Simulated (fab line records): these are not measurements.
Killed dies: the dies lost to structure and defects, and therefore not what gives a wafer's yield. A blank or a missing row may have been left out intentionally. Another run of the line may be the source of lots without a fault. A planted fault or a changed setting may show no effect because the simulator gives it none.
fab line records -- flow gf180mcu
record lots=13, wafers=39, lastDay=34
route steps=602 shown MVPSD@82 SAB@275 M1@321 V1@360
lots that met no fault: from a run of the same line without faults
startH: hours from the record's first day to the start of the lot's first wafer shown -- waitH: how many hours have passed since the lot's step before this one -- " unchanged from the row above -- L1.1+2: a row that stands for several wafers -- - value missing, or start not given -- * or withheld: withheld -- < > ~ a bound
route shown NAME@n: NAME is a module with steps in the file, n the number in the route of the first one -- usual: mean/standard deviation of fault-free wafers -- same: alike in all rows -- chamber/n: place in a boat -- sites: readings site by site -- _std_site: their standard deviation -- _edge_site: outer sites' mean less inner sites' -- radiusMm: how far each site lies from the wafer's centre -- mask NAME#n: copy n -- behind: the last tool/chamber to shape the wafer -- hold: reason for holding the lot/hours on hold/outcome of the hold -- device: the n, p or np transistor that did not switch -- end of line: at the end of the route, the tests of the same wafers -- a step with no rows: only its recipe -- killed: dies that structure and defects cost at the first sort, which is not the same as the wafer's yield -- map: per-die view of a wafer (x killed, . not killed, _ where there is no die)
set.NAME: the run value of the setting; set.NAME@STEP: its run value at that earlier step -- model.NAME: the simulator's own value behind a step, which no gauge read
route steps across a sampled set of lots; one table per step, one row per wafer
services: from which hour (startH, from the record's first day; less than 0 if before it) a tool's chamber was out of use, for how many hours, and why
## steps
# step GF_MVPSD_EXPOSE_04
# recipe maskId=MVPSD, targetCdNm=1000, na=0.6, sourceShape=conventional, sigmaOuter=0.6, doseMj=260
lot.wafer,tool,chamber,startH,waitH,mask
L343.2+4+6,ilineStepper-01,0,89.87,-,MVPSD#0
L344.2+4+5,ilineStepper-02,0,95.89,-,MVPSD#0
L347.2+5+6,ilineStepper-01,0,115.25,-,MVPSD#0
L348.4+5+6,ilineStepper-02,0,126.07,-,MVPSD#0
L351.1+3+5,ilineStepper-01,0,141.38,-,MVPSD#0
L352.2+3+5,ilineStepper-02,0,144.22,-,MVPSD#0
L353.1+2+5,ilineStepper-02,0,145.65,-,MVPSD#0
L354.2+3+4,ilineStepper-02,0,157.62,-,MVPSD_R1#0
L357.1+3+6,ilineStepper-01,0,175.83,-,MVPSD#0
L363.3+5+6,ilineStepper-01,0,206.71,-,MVPSD#0
L364.1+2+3,ilineStepper-02,0,220.10,-,MVPSD#0
L365.1+2+3,ilineStepper-02,0,221.65,-,MVPSD#0
L366.1+5+6,ilineStepper-02,0,227.55,-,MVPSD#0
# step GF_SAB_ETCH_11
# recipe chemistry=C4F8/O2/Ar, maskMaterial=NOVOLAK, target=SiO2, targetDepthNm=55, sourceW=1500, biasW=1200, pressureMtorr=40, c4f8FlowSccm=withheld, O2_flow_sccm=6, Ar_flow_sccm=300, timeS=8.5
# usual oesProductAu=0.996/0.0098
# same timeS=8.5
lot.wafer,tool,chamber,startH,waitH,oesProductAu,rfHoursCounterH
L343.2,rieDiel-01,0,333.07,0.0,0.991,80
L343.4,rieDiel-01,3,333.07,0.0,0.989,-
L343.6,rieDiel-01,0,333.07,0.0,0.987,-
L344.2,rieDiel-04,0,344.23,0.0,1.001,111
L344.4,rieDiel-04,2,344.23,0.0,0.990,86
L344.5,rieDiel-04,0,344.23,0.0,0.999,-
L347.2,rieDiel-04,2,370.38,0.0,0.980,87
L347.5,rieDiel-04,1,370.38,0.0,0.996,-
L347.6,rieDiel-04,0,370.38,0.0,0.999,-
L348.4,rieDiel-01,0,397.95,0.0,0.989,82
L348.5,rieDiel-01,1,397.95,0.0,0.998,-
L348.6,rieDiel-01,0,397.95,0.0,0.996,-
L351.1,rieDiel-04,1,407.32,0.0,1.014,7
L351.3,rieDiel-04,2,407.32,0.0,0.990,87
L351.5,rieDiel-04,1,407.32,0.0,1.005,-
L352.2,rieDiel-03,2,422.42,0.0,1.011,27
L352.3,rieDiel-03,3,422.42,0.0,0.979,5
L352.5,rieDiel-03,3,422.42,0.0,0.981,-
L353.1,rieDiel-01,2,422.54,0.0,0.992,2
L353.2,rieDiel-01,3,422.54,0.0,0.998,27
L353.5,rieDiel-01,1,422.54,0.0,1.001,-
L354.2,rieDiel-01,0,437.48,0.0,0.992,83
L354.3,rieDiel-01,2,437.48,0.0,0.999,2
L354.4,rieDiel-01,3,437.48,0.0,1.002,27
L357.1,rieDiel-01,2,468.67,0.0,1.004,3
L357.3,rieDiel-01,0,468.67,0.0,0.996,84
L357.6,rieDiel-01,2,468.67,0.0,1.001,-
L363.3,rieDiel-04,3,511.77,0.0,0.999,76
L363.5,rieDiel-04,2,511.77,0.0,0.985,-
L363.6,rieDiel-04,3,511.77,0.0,0.992,-
L364.1,rieDiel-04,0,527.37,0.0,0.997,3
L364.2,rieDiel-04,3,527.37,0.0,0.983,77
L364.3,rieDiel-04,1,527.37,0.0,1.000,10
L365.1,rieDiel-04,0,530.30,0.0,1.004,3
L365.2,rieDiel-04,1,530.30,0.0,0.995,10
L365.3,rieDiel-04,3,530.30,0.0,1.003,77
L366.1,rieDiel-03,0,537.37,0.0,0.990,18
L366.5,rieDiel-03,1,537.37,0.0,0.999,-
L366.6,rieDiel-03,2,537.37,0.0,1.001,-
# step GF_M1_THK_MEAS_06
# recipe thkMeasGauge=xrf, reads=AlCu_of_M1_SPUTTER_02
# usual M1_ALCU_THK=441/4.8
lot.wafer,tool,chamber,startH,waitH,M1_ALCU_THK[nm]
L343.2,filmMetro-04,-,357.94,0.1,433
L343.4,filmMetro-04,-,357.94,0.1,436
L343.6,filmMetro-04,-,357.94,0.1,432
L344.2,filmMetro-04,-,369.42,0.1,441
L344.4,filmMetro-04,-,369.42,0.1,445
L344.5,filmMetro-04,-,369.42,0.1,438
L347.2,filmMetro-02,-,396.52,0.1,442
L347.5,filmMetro-02,-,396.52,0.1,446
L347.6,filmMetro-02,-,396.52,0.1,444
L348.4,filmMetro-04,-,425.05,0.1,446
L348.5,filmMetro-04,-,425.05,0.1,445
L348.6,filmMetro-04,-,425.05,0.1,442
L351.1,filmMetro-04,-,434.00,0.1,437
L351.3,filmMetro-04,-,434.00,0.1,437
L351.5,filmMetro-04,-,434.00,0.1,435
L352.2,filmMetro-04,-,449.38,0.1,435
L352.3,filmMetro-04,-,449.38,0.1,435
L352.5,filmMetro-04,-,449.38,0.1,433
L353.1,filmMetro-02,-,449.72,0.1,443
L353.2,filmMetro-02,-,449.72,0.1,445
L353.5,filmMetro-02,-,449.72,0.1,447
L354.2,filmMetro-04,-,464.30,0.1,441
L354.3,filmMetro-04,-,464.30,0.1,440
L354.4,filmMetro-04,-,464.30,0.1,440
L357.1,filmMetro-02,-,496.31,0.1,436
L357.3,filmMetro-02,-,496.31,0.1,436
L357.6,filmMetro-02,-,496.31,0.1,437
L363.3,filmMetro-02,-,538.50,0.1,434
L363.5,filmMetro-02,-,538.50,0.1,437
L363.6,filmMetro-02,-,538.50,0.1,446
L364.1,filmMetro-04,-,553.38,0.1,448
L364.2,filmMetro-04,-,553.38,0.1,439
L364.3,filmMetro-04,-,553.38,0.1,436
L365.1,filmMetro-04,-,555.98,0.1,437
L365.2,filmMetro-04,-,555.98,0.1,439
L365.3,filmMetro-04,-,555.98,0.1,445
L366.1,filmMetro-02,-,563.65,0.1,441
L366.5,filmMetro-02,-,563.65,0.1,441
L366.6,filmMetro-02,-,563.65,0.1,446
# step GF_V1_THK_MEAS_25
# recipe thkMeasGauge=xrf, reads=W_of_V1_CVD_23
# usual V1_W_THK=364/5.3
lot.wafer,tool,chamber,startH,waitH,V1_W_THK[nm]
L343.2,filmMetro-03,-,405.06,0.1,368
L343.4,filmMetro-03,-,405.06,0.1,368
L343.6,filmMetro-03,-,405.06,0.1,366
L344.2,filmMetro-01,-,417.78,0.1,367
L344.4,filmMetro-01,-,417.78,0.1,364
L344.5,filmMetro-01,-,417.78,0.1,368
L347.2,filmMetro-01,-,445.92,0.1,362
L347.5,filmMetro-01,-,445.92,0.1,362
L347.6,filmMetro-01,-,445.92,0.1,367
L348.4,filmMetro-04,-,475.11,0.1,360
L348.5,filmMetro-04,-,475.11,0.1,360
L348.6,filmMetro-04,-,475.11,0.1,359
L351.1,filmMetro-03,-,484.56,0.1,366
L351.3,filmMetro-03,-,484.56,0.1,369
L351.5,filmMetro-03,-,484.56,0.1,369
L352.2,filmMetro-01,-,500.51,0.1,373
L352.3,filmMetro-01,-,500.51,0.1,367
L352.5,filmMetro-01,-,500.51,0.1,367
L353.1,filmMetro-04,-,501.10,0.1,363
L353.2,filmMetro-04,-,501.10,0.1,362
L353.5,filmMetro-04,-,501.10,0.1,363
L354.2,filmMetro-04,-,513.73,0.1,359
L354.3,filmMetro-04,-,513.73,0.1,360
L354.4,filmMetro-04,-,513.73,0.1,361
L357.1,filmMetro-03,-,544.41,0.1,376
L357.3,filmMetro-03,-,544.41,0.1,362
L357.6,filmMetro-03,-,544.41,0.1,364
L363.3,filmMetro-04,-,588.70,0.1,361
L363.5,filmMetro-04,-,588.70,0.1,369
L363.6,filmMetro-04,-,588.70,0.1,365
L364.1,filmMetro-04,-,598.19,0.1,364
L364.2,filmMetro-04,-,598.19,0.1,368
L364.3,filmMetro-04,-,598.19,0.1,369
L365.1,filmMetro-04,-,600.34,0.1,372
L365.2,filmMetro-04,-,600.34,0.1,363
L365.3,filmMetro-04,-,600.34,0.1,362
L366.1,filmMetro-03,-,612.06,0.1,368
L366.5,filmMetro-03,-,612.06,0.1,367
L366.6,filmMetro-03,-,612.06,0.1,362
## services
tool,chamber,startH,hours,kind
rieDiel-01,2,70.93,7.0,repair
rieDiel-01,2,86.77,4.4,repair
ilineStepper-02,-,104.27,12.4,repair
ilineStepper-01,-,105.43,6.8,repair
rieDiel-04,2,112.44,5.8,repair
ilineStepper-01,-,126.58,4.4,pm
ilineStepper-01,-,161.43,4.1,repair
ilineStepper-02,-,165.56,1.7,pm
rieDiel-03,-,165.95,0.9,repair
rieDiel-01,1,239.36,27.1,repair
ilineStepper-01,-,256.33,1.7,pm
rieDiel-01,3,269.09,9.0,repair
rieDiel-04,-,270.80,0.2,repair
ilineStepper-02,-,287.61,4.5,repair
rieDiel-04,0,289.51,4.0,repair
ilineStepper-01,-,355.41,2.4,repair
ilineStepper-02,-,380.04,1.7,pm
rieDiel-01,3,381.60,7.2,repair
rieDiel-04,2,396.72,5.8,repair
ilineStepper-02,-,428.33,2.1,pm
ilineStepper-01,-,448.20,1.2,repair
ilineStepper-01,-,452.81,0.8,pm
ilineStepper-01,-,474.51,1.7,pm
ilineStepper-02,-,533.23,8.9,pm
## key
firstSign step=GF_MVPSD_EXPOSE_04, reading=mask, direction=changed
effect none on later readings
metAt GF_MVPSD_EXPOSE_04
struckLots L354
sortLeftOut L354.2,L354.3,L354.4
testerLeftOut L354
notActingAt GF_SAB_ETCH_11,GF_M1_THK_MEAS_06,GF_V1_THK_MEAS_25
onsetBetween 145.65 157.62
fault kind=wrongMask, tool=any, chamber=-, onsetH=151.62, steps=GF_MVPSD_EXPOSE_04, auxCopy=MVPSD_R1#0, cdOffsetNm=-200, scope=struckLotsOnly
# testerLeftOut: of these lots the tester's yield and bins aren't shown, on N5 and GAA mostly nor the transistor test; their killed dies are dies lost to structure and defects alone, not to doping, threshold or leakage, so they don't give the yield
# sortLeftOut: the simulated sort isn't trusted on such a fault, so these wafers' sort isn't shown, and their yield isn't known
